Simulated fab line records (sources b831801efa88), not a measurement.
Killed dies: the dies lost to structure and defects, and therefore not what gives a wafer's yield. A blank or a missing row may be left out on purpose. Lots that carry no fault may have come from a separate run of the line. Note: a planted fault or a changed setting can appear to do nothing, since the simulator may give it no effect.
Shared-tool check :: flow sky130 :: Lots sampled 13, wafers sampled 39

REASON FOR OPENING
Of 13 lots, 1 have the reading VT_ADJUST_LVTN_TW flagged at SKY_VT_ADJUST_LVTN_TW_MEAS_10. No-fault wafers: 243.2, standard deviation 1.
Rule: a lot is flagged when every wafer of it that has a number lies more than 4 standard deviations from that mean, or none has a number. All remaining lots are regarded as sound.

lot: L630
measured: day 7 09:17
on: film metro-03
VT_ADJUST_LVTN_TW, wafer by wafer: 244.3 244.4 242.8
flag: 

lot: L631
measured: day 7 12:34
on: film metro-04
VT_ADJUST_LVTN_TW, wafer by wafer: 241.9 241.4 241.4
flag: 

lot: L632
measured: day 7 16:40
on: film metro-01
VT_ADJUST_LVTN_TW, wafer by wafer: 243.4 241.2 240.9
flag: 

lot: L633
measured: day 8 00:41
on: film metro-04
VT_ADJUST_LVTN_TW, wafer by wafer: 243.1 241.9 242.7
flag: 

lot: L634
measured: day 8 10:19
on: film metro-03
VT_ADJUST_LVTN_TW, wafer by wafer: 244.4 243.1 242.7
flag: 

lot: L635
measured: day 8 16:26
on: film metro-04
VT_ADJUST_LVTN_TW, wafer by wafer: 243.1 243.4 243.9
flag: 

lot: L636
measured: day 8 23:38
on: film metro-01
VT_ADJUST_LVTN_TW, wafer by wafer: 244.0 244.2 244.9
flag: 

lot: L637
measured: day 9 03:50
on: film metro-04
VT_ADJUST_LVTN_TW, wafer by wafer: 244.2 244.4 242.1
flag: 

lot: L639
measured: day 9 18:01
on: film metro-01
VT_ADJUST_LVTN_TW, wafer by wafer: 244.6 243.8 245.4
flag: 

lot: L640
measured: day 9 21:40
on: film metro-04
VT_ADJUST_LVTN_TW, wafer by wafer: 243.4 243.5 244.4
flag: 

lot: L641
measured: day 10 04:34
on: film metro-01
VT_ADJUST_LVTN_TW, wafer by wafer: 244.2 242.0 243.1
flag: 

lot: L645
measured: day 11 05:26
on: film metro-03
VT_ADJUST_LVTN_TW, wafer by wafer: 30.3 30.4 30.4
flag: FLAGGED

lot: L652
measured: day 13 09:33
on: film metro-01
VT_ADJUST_LVTN_TW, wafer by wafer: 242.2 242.8 242.7
flag: 
The numbers of the flagged lots are 30.4 on average: -212.8 against the usual, or -99 or more standard deviations.

EACH LOT AND THE TOOL IT RAN ON
The record holds 3 process steps before the reading, out of a route of 708 steps. Read each cell as the tool, then ch plus the chambers that the sampled wafers visited, then the start.
lot: L630
flag: 
SKY_FIELD_ISO_CMP_27: cmp-01 ch 0,1,3, day 2 20:29
SKY_DNWELL_STRIP_08: plasma asher-01 ch 1, day 3 14:20
SKY_VT_ADJUST_LVTN_EXPOSE_04: iline stepper-02 ch 0, day 6 23:11

lot: L631
flag: 
SKY_FIELD_ISO_CMP_27: cmp-01 ch 0,1, day 2 21:34
SKY_DNWELL_STRIP_08: plasma asher-03 ch 0,1, day 3 16:19
SKY_VT_ADJUST_LVTN_EXPOSE_04: iline stepper-02 ch 0, day 7 02:47

lot: L632
flag: 
SKY_FIELD_ISO_CMP_27: cmp-02 ch 1,2,3, day 3 02:02
SKY_DNWELL_STRIP_08: plasma asher-01 ch 0,1, day 3 21:08
SKY_VT_ADJUST_LVTN_EXPOSE_04: iline stepper-02 ch 0, day 7 06:55

lot: L633
flag: 
SKY_FIELD_ISO_CMP_27: cmp-01 ch 2,3, day 3 09:55
SKY_DNWELL_STRIP_08: plasma asher-02 ch 1, day 4 04:47
SKY_VT_ADJUST_LVTN_EXPOSE_04: iline stepper-01 ch 0, day 7 14:42

lot: L634
flag: 
SKY_FIELD_ISO_CMP_27: cmp-01 ch 0,1,3, day 3 15:17
SKY_DNWELL_STRIP_08: plasma asher-02 ch 0,1, day 4 11:23
SKY_VT_ADJUST_LVTN_EXPOSE_04: iline stepper-02 ch 0, day 8 00:11

lot: L635
flag: 
SKY_FIELD_ISO_CMP_27: cmp-02 ch 0,2,3, day 3 19:41
SKY_DNWELL_STRIP_08: plasma asher-02 ch 0,1, day 4 16:19
SKY_VT_ADJUST_LVTN_EXPOSE_04: iline stepper-01 ch 0, day 8 06:09

lot: L636
flag: 
SKY_FIELD_ISO_CMP_27: cmp-02 ch 1,2,3, day 4 02:37
SKY_DNWELL_STRIP_08: plasma asher-03 ch 0,1, day 4 22:50
SKY_VT_ADJUST_LVTN_EXPOSE_04: iline stepper-02 ch 0, day 8 13:05

lot: L637
flag: 
SKY_FIELD_ISO_CMP_27: cmp-01 ch 0,1,3, day 4 05:24
SKY_DNWELL_STRIP_08: plasma asher-03 ch 0, day 5 01:59
SKY_VT_ADJUST_LVTN_EXPOSE_04: iline stepper-01 ch 0, day 8 17:15

lot: L639
flag: 
SKY_FIELD_ISO_CMP_27: cmp-01 ch 0,3, day 4 16:06
SKY_DNWELL_STRIP_08: plasma asher-01 ch 0,1, day 5 13:28
SKY_VT_ADJUST_LVTN_EXPOSE_04: iline stepper-02 ch 0, day 9 07:23

lot: L640
flag: 
SKY_FIELD_ISO_CMP_27: cmp-01 ch 0,1,3, day 4 19:32
SKY_DNWELL_STRIP_08: plasma asher-03 ch 0,1, day 5 17:14
SKY_VT_ADJUST_LVTN_EXPOSE_04: iline stepper-01 ch 0, day 9 11:03

lot: L641
flag: 
SKY_FIELD_ISO_CMP_27: cmp-02 ch 0,1,3, day 5 02:33
SKY_DNWELL_STRIP_08: plasma asher-02 ch 0,1, day 5 22:52
SKY_VT_ADJUST_LVTN_EXPOSE_04: iline stepper-02 ch 0, day 9 18:36

lot: L645
flag: FLAGGED
SKY_FIELD_ISO_CMP_27: cmp-02 ch 0,1,3, day 5 22:24
SKY_DNWELL_STRIP_08: plasma asher-01 ch 0,1, day 6 19:41
SKY_VT_ADJUST_LVTN_EXPOSE_04: iline stepper-02 ch 0, day 10 18:05

lot: L652
flag: 
SKY_FIELD_ISO_CMP_27: cmp-01 ch 0,1, day 7 10:32
SKY_DNWELL_STRIP_08: plasma asher-02 ch 0,1, day 8 12:05
SKY_VT_ADJUST_LVTN_EXPOSE_04: iline stepper-01 ch 0, day 12 20:20
What these steps do:
- SKY_FIELD_ISO_CMP_27: polishes, stops on Si3N4, t overpolish 16 s, target thk 457.8 nm.
- SKY_DNWELL_STRIP_08: strips in O2/N2.
- SKY_VT_ADJUST_LVTN_EXPOSE_04: exposes mask NWM COMPLEMENT LESS NATIVE, target cd 840 nm.
- SKY_VT_ADJUST_LVTN_TW_MEAS_10

FLAGGED OVER TOTAL, TOOL BY TOOL (the gauges that took the reading come last)
step: SKY_FIELD_ISO_CMP_27
tool: cmp-01
lots run: 8
flagged: 0
share of the flagged lots: none
sound lots run after its first flagged lot: -

step: SKY_FIELD_ISO_CMP_27
tool: cmp-02
lots run: 5
flagged: 1
share of the flagged lots: all
sound lots run after its first flagged lot: 0

step: SKY_DNWELL_STRIP_08
tool: plasma asher-01
lots run: 4
flagged: 1
share of the flagged lots: all
sound lots run after its first flagged lot: 0

step: SKY_DNWELL_STRIP_08
tool: plasma asher-02
lots run: 5
flagged: 0
share of the flagged lots: none
sound lots run after its first flagged lot: -

step: SKY_DNWELL_STRIP_08
tool: plasma asher-03
lots run: 4
flagged: 0
share of the flagged lots: none
sound lots run after its first flagged lot: -

step: SKY_VT_ADJUST_LVTN_EXPOSE_04
tool: iline stepper-01
lots run: 5
flagged: 0
share of the flagged lots: none
sound lots run after its first flagged lot: -

step: SKY_VT_ADJUST_LVTN_EXPOSE_04
tool: iline stepper-02
lots run: 8
flagged: 1
share of the flagged lots: all
sound lots run after its first flagged lot: 0

step: SKY_VT_ADJUST_LVTN_TW_MEAS_10
tool: film metro-01
lots run: 5
flagged: 0
share of the flagged lots: none
sound lots run after its first flagged lot: -

step: SKY_VT_ADJUST_LVTN_TW_MEAS_10
tool: film metro-03
lots run: 3
flagged: 1
share of the flagged lots: all
sound lots run after its first flagged lot: 0

step: SKY_VT_ADJUST_LVTN_TW_MEAS_10
tool: film metro-04
lots run: 5
flagged: 0
share of the flagged lots: none
sound lots run after its first flagged lot: -

WHAT THE TABLE PERMITS
4 rows of the table ran every flagged lot: cmp-02 at SKY_FIELD_ISO_CMP_27, plasma asher-01 at SKY_DNWELL_STRIP_08, iline stepper-02 at SKY_VT_ADJUST_LVTN_EXPOSE_04, film metro-03 at SKY_VT_ADJUST_LVTN_TW_MEAS_10.
- cmp-02 at SKY_FIELD_ISO_CMP_27: 1 of its 5 lots flagged. A fault beginning between L641 (day 5 02:33), its last sound lot, and L645 (day 5 22:24), its first flagged one, fits the data.
- plasma asher-01 at SKY_DNWELL_STRIP_08: 1 of its 4 lots flagged. A fault beginning between L639 (day 5 13:28), its last sound lot, and L645 (day 6 19:41), its first flagged one, fits the data.
- iline stepper-02 at SKY_VT_ADJUST_LVTN_EXPOSE_04: 1 of its 8 lots flagged. A fault beginning between L641 (day 9 18:36), its last sound lot, and L645 (day 10 18:05), its first flagged one, fits the data.
- film metro-03 at SKY_VT_ADJUST_LVTN_TW_MEAS_10: 1 of its 3 lots flagged. A fault beginning between L634 (day 8 10:19), its last sound lot, and L645 (day 11 05:26), its first flagged one, fits the data.
Because each of these 4 tools fits a fault that began at some hour, counting lots does not separate them. More lots, or a look at what each step does to the wafer, might.

WHAT HAD BEEN PUT IN BY THE SIMULATOR
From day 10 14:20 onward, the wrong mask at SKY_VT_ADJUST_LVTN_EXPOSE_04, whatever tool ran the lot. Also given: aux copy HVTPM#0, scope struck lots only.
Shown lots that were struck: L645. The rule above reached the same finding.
